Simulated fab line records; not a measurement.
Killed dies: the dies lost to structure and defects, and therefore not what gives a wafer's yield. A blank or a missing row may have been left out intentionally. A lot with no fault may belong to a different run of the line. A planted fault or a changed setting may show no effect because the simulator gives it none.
8D (eight disciplines) problem report, filled in by code	flow sky130	the parts of the form that need people (team, actions taken, sign-off) are left out

## 1. WHAT IS WRONG
Mean of strip-time-to-endpoint-s at SKY_LI_CONTACT_STRIP_16: 3.96 s across 2 wafers in 2 lots; on wafers with no fault it is 3.48 s (standard deviation 0.038). That puts it +13 standard deviations away from the usual mean.
The step: strips in O2/N2.
Earliest sighting: wafer L980.6 on plasma-asher-01 at day 31 21:37. Wafers with a number at this step in the record: 36, from 12 lots. Rule for "out", or "out of limits": more than 4 standard deviations from the usual mean. The other wafers with a number count as sound.

## 2. WHAT IT IS AND WHAT IT IS NOT
question	is	is not
which readings at this step	strip-time-to-endpoint-s	drypump-motor-current-A
which lots	L980, L982	L973, L974, L977, L983, L988, L989, L992, L993, L994, L996
which wafers of those lots	L980.6, L982.4	L980.3, L980.5, L982.1, L982.2
read on which tools	plasma-asher-01, plasma-asher-02	plasma-asher-03
when	from day 31 21:37	up to then (11 sound wafers); but 23 sound wafers of L982, L983, L988, L989, L992, L993, L994, L996 came after

## 3. SUSPECTS, AND WHAT RULES EACH OUT
Counting: a tool at a process step up to the reading stays a suspect if it ran every lot that is out. Sound lots after the first of them don't rule it out here, since some wafers of a struck lot are sound.
- rie-diel-03 at SKY_LI_CONTACT_ETCH_15 (etches PSG in C4F8/O2/Ar, stops on Si, target depth 600 nm): kept. It processed each lot that is out (first: L980, day 31 21:29); up to then, its last sound lot is L977 (day 31 03:23).
- Within rie-diel-03 at SKY_LI_CONTACT_ETCH_15: the wafers that are out ran in chamber 0; their sound lot-mates ran in chambers 1, 3.
After counting, what remains is rie-diel-03 at SKY_LI_CONTACT_ETCH_15.

## 4. THE CAUSE (what the simulator had put in)
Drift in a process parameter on rie-diel-03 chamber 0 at SKY_LI_CONTACT_ETCH_15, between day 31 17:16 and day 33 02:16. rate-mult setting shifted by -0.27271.
Counting left only this tool.

## 5. THE CHAIN OF EFFECTS, in route order
Rows list readings where the struck wafers' mean (over those with a number) sits beyond 3 standard deviations from the usual. Only readings for which the record gives a usual standard deviation are gone through. hours: the time from each lot's start at the first step in this table that gives one to its start at this step, as a median over the lots. sigmas: the change in usual standard deviations.
hours	step	reading	usual	on struck wafers	change	sigmas
0	SKY_LI_CONTACT_STRIP_16	oes-product-au	0.375 a.u.	0.395	+0.020	+4.2
0	SKY_LI_CONTACT_STRIP_16	strip-time-to-endpoint-s	3.48 s	3.96	+0.48	+13
382	SKY_PAD_OPEN_PROBE_99	killed-at-contacts	24	299	+275	+51
382	SKY_PAD_OPEN_PROBE_99	killed-dies	85	362	+278	+28
382	SKY_PAD_OPEN_PROBE_99	killed-on-rim	17	70	+52	+12
It contains these process steps:
- SKY_LI_CONTACT_STRIP_16: strips in O2/N2.
- SKY_PAD_OPEN_PROBE_99

## 6. WHAT WOULD HAVE CAUGHT IT SOONER
In this record the first reading out of limits was taken at day 31 21:37, 4 hours after the fault began at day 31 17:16.
No tool reading at SKY_LI_CONTACT_ETCH_15 that has a usual standard deviation in the record was out on any struck wafer, so an alarm limit of 4 standard deviations on those readings would not have fired.
Of the lots that are out (2), L982 began SKY_LI_CONTACT_ETCH_15 on rie-diel-03 after day 31 21:37. Had the tool been put on hold then, it would have been spared.
